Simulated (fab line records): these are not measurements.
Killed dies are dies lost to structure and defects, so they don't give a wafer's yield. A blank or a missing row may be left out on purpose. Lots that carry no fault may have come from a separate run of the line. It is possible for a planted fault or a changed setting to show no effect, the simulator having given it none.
Chamber matching | flow sky130 | SKY_POLY_GATE_ETCH_16 on rie-diel-01 has 4 sister chambers
The step etches Si3N4 in CH3F/O2, stops on poly-Si, time 147.5 s, target depth 75 nm. 30 wafers are shown with their chamber, then 12 later ones without.

WAFERS, EACH WITH ITS CHAMBER
wafer  | chamber | drypump-motor-current-A (A) | throttle-valve-pct (%) | oes-product-au (a.u.)
L074.1 | 1       | 4.7                         | 10.543                 | 0.639
L074.3 | 3       | 5.4                         | 10.525                 | 0.641
L074.6 | 1       | 4.7                         | 10.535                 | 0.637
L075.2 | 1       | 4.6                         | 10.521                 | 0.647
L075.3 | 3       | 5.4                         | 10.534                 | 0.643
L075.4 | 0       | 5.6                         | 10.528                 | 0.642
L076.1 | 2       | 5.8                         | 10.536                 | 0.650
L076.3 | 1       | 4.6                         | 10.526                 | 0.635
L076.5 | 3       | 5.4                         | 10.542                 | 0.640
L077.1 | 3       | 5.4                         | 10.533                 | 0.630
L077.2 | 1       | 4.7                         | 10.540                 | 0.632
L077.3 | 2       | 5.8                         | 10.548                 | 0.636
L081.4 | 0       | 5.6                         | 10.535                 | 0.643
L081.5 | 2       | 5.9                         | 10.539                 | 0.643
L081.6 | 1       | 4.7                         | 10.533                 | 0.644
L082.2 | 1       | 4.6                         | 10.544                 | 0.649
L082.4 | 3       | 5.4                         | 10.529                 | 0.646
L082.6 | 1       | 4.6                         | 10.530                 | 0.639
L084.1 | 3       | 5.4                         | 10.547                 | 0.649
L084.5 | 1       | 4.6                         | 10.524                 | 0.631
L084.6 | 2       | 5.9                         | 10.525                 | 0.639
L085.1 | 0       | 5.6                         | 10.531                 | 0.638
L085.5 | 0       | 5.6                         | 10.531                 | 0.641
L085.6 | 3       | 5.4                         | 10.518                 | 0.643
L087.1 | 3       | 5.4                         | 10.537                 | 0.638
L087.2 | 1       | 4.6                         | 10.520                 | 0.640
L087.6 | 3       | 5.4                         | 10.524                 | 0.641
L090.1 | 2       | 5.9                         | 10.524                 | 0.635
L090.2 | 1       | 4.7                         | 10.547                 | 0.643
L090.6 | 1       | 4.6                         | 10.524                 | 0.638

SIGNATURES (means of the wafers above)
reading                 | chamber 0 | chamber 1 | chamber 2 | chamber 3 | scatter within a chamber
drypump-motor-current-A | 5.600     | 4.642     | 5.860     | 5.400     | 0.0398
throttle-valve-pct      | 10.53125  | 10.53225  | 10.53440  | 10.53211  | 0.00899
oes-product-au          | 0.64100   | 0.63950   | 0.64060   | 0.64122   | 0.00529
Rule: a wafer lies at a distance from a chamber equal to the root of the sum of squares, over the readings, of (its reading less the chamber's mean, divided by the reading's scatter). If the next closest chamber is less than 2 further off than the closest, the wafer can't be placed; otherwise it belongs to the closest. The scatter: take each reading less its chamber's mean, square it, sum over the shown wafers, divide by the number of wafers less the number of chambers, and take the root.

WAFERS WITHOUT THEIR CHAMBER
wafer  | drypump-motor-current-A (A) | throttle-valve-pct (%) | oes-product-au (a.u.)
L089.2 | 4.6                         | 10.533                 | 0.640
L089.3 | 5.4                         | 10.519                 | 0.632
L089.5 | 5.8                         | 10.525                 | 0.629
L092.3 | 5.6                         | 10.540                 | 0.643
L092.4 | 5.3                         | 10.526                 | 0.643
L092.6 | 5.4                         | 10.540                 | 0.635
L094.1 | 5.6                         | 10.531                 | 0.644
L094.2 | 5.9                         | 10.538                 | 0.636
L094.6 | 5.8                         | 10.540                 | 0.640
L095.1 | 4.6                         | 10.549                 | 0.639
L095.4 | 5.6                         | 10.539                 | 0.637
L095.5 | 5.4                         | 10.531                 | 0.641

THE CHAMBER EACH PASSED THROUGH
wafer  | from the rows above | in truth
L089.2 | 1                   | 1
L089.3 | 3                   | 3
L089.5 | 2                   | 2
L092.3 | 0                   | 0
L092.4 | 3                   | 3
L092.6 | 3                   | 3
L094.1 | 0                   | 0
L094.2 | 2                   | 2
L094.6 | 2                   | 2
L095.1 | 1                   | 1
L095.4 | 0                   | 0
L095.5 | 3                   | 3
Correct placement for 12 of the 12. From these rows, 0 cannot be placed. Wrongly placed: 0.
